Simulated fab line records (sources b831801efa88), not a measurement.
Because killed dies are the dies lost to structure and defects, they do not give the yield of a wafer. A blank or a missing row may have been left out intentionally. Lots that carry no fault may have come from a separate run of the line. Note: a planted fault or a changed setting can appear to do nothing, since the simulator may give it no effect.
Chamber matching	flow gf180mcu	cmp-01 running GF_V5_CMP_26: 4 sister chambers
The step polishes, stops on SiO2, t overpolish 15 s, target thk 0 nm. 4 wafers are shown with their chamber, then 8 later ones without.

== EACH WAFER AND ITS CHAMBER ==
wafer	chamber	motorCurrentA (A)
L462.3	0	11.2
L471.3	3	10.6
L471.6	1	11.2
L479.2	2	10.0

== WAFERS WITH NO CHAMBER GIVEN ==
wafer	motorCurrentA (A)
L479.3	11.5
L479.4	10.8
L483.2	10.2
L483.4	10.9
L483.6	9.9
L484.3	11.4
L484.5	11.9
L484.6	11.3

== WHICH CHAMBER EACH ONE RAN IN ==
wafer	from the rows above	in truth
L479.3	can't be placed: 0 or 1 or 3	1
L479.4	can't be placed: 3 or 0 or 1 or 2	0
L483.2	can't be placed: 2 or 3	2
L483.4	can't be placed: 0 or 1 or 3 or 2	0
L483.6	can't be placed: 2 or 3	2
L484.3	can't be placed: 0 or 1 or 3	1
L484.5	can't be placed: 0 or 1 or 3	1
L484.6	can't be placed: 0 or 1 or 3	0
Correctly placed: 0 of 8. Cannot be placed on the basis of these rows: 8; the candidates contain the true chamber in 8. 0 placed wrongly.
How it was worked out, from the rows above alone: a wafer's distance from a chamber is the root of the sum, over the readings, of the square of ((its reading less the chamber's mean) divided by the reading's scatter). If the next closest chamber is less than 2 further off than the closest, the wafer can't be placed; otherwise it belongs to the closest. Each chamber's mean is taken over the wafers shown for it. The scatter: root of mean squared gap, hidden wafer to nearest shown wafer, with one shown wafer a chamber.
